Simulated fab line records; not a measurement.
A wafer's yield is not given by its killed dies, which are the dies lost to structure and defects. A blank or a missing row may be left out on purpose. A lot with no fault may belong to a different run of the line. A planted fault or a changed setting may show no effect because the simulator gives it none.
Chamber matching | flow gf180mcu | pecvd-02 running GF_PASSIVATION_CVD_00: 3 sister chambers
The step deposits SiO2 from TEOS, target thk 1000 nm, time 111.95 s. 3 wafers are shown with their chamber, then 8 later ones without.

WAFERS, EACH WITH ITS CHAMBER
wafer  | chamber | heater power w (W)
L087.4 | 1       | 616
L087.5 | 2       | 593
L092.1 | 0       | 794

WAFERS MISSING THEIR CHAMBER
wafer  | heater power w (W)
L092.4 | 858
L092.5 | 674
L093.4 | 694
L093.5 | 747
L093.6 | 828
L097.1 | 628
L097.2 | 756
L097.5 | 681

THE CHAMBER EACH PASSED THROUGH
wafer  | from the rows above          | in truth
L092.4 | 0                            | 0
L092.5 | can't be placed: 1 or 2 or 0 | 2
L093.4 | can't be placed: 1 or 0 or 2 | 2
L093.5 | can't be placed: 0 or 1      | 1
L093.6 | 0                            | 0
L097.1 | can't be placed: 1 or 2      | 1
L097.2 | can't be placed: 0 or 1      | 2
L097.5 | can't be placed: 1 or 2 or 0 | 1
2 of 8 placed correctly. Can't be placed from these rows: 6 (the true chamber is among the candidates in 5). 0 placed wrongly.
How it was worked out, from the rows above alone: a wafer's distance from a chamber is the root of the sum, over the readings, of the square of ((its reading less the chamber's mean) divided by the reading's scatter). If the next closest chamber is less than 2 further off than the closest, the wafer can't be placed; otherwise it belongs to the closest. For every chamber, the mean is computed from those of its wafers that are shown. The scatter: with one shown wafer a chamber, the root of the mean of the squares of how far each hidden wafer lies from its nearest shown one.
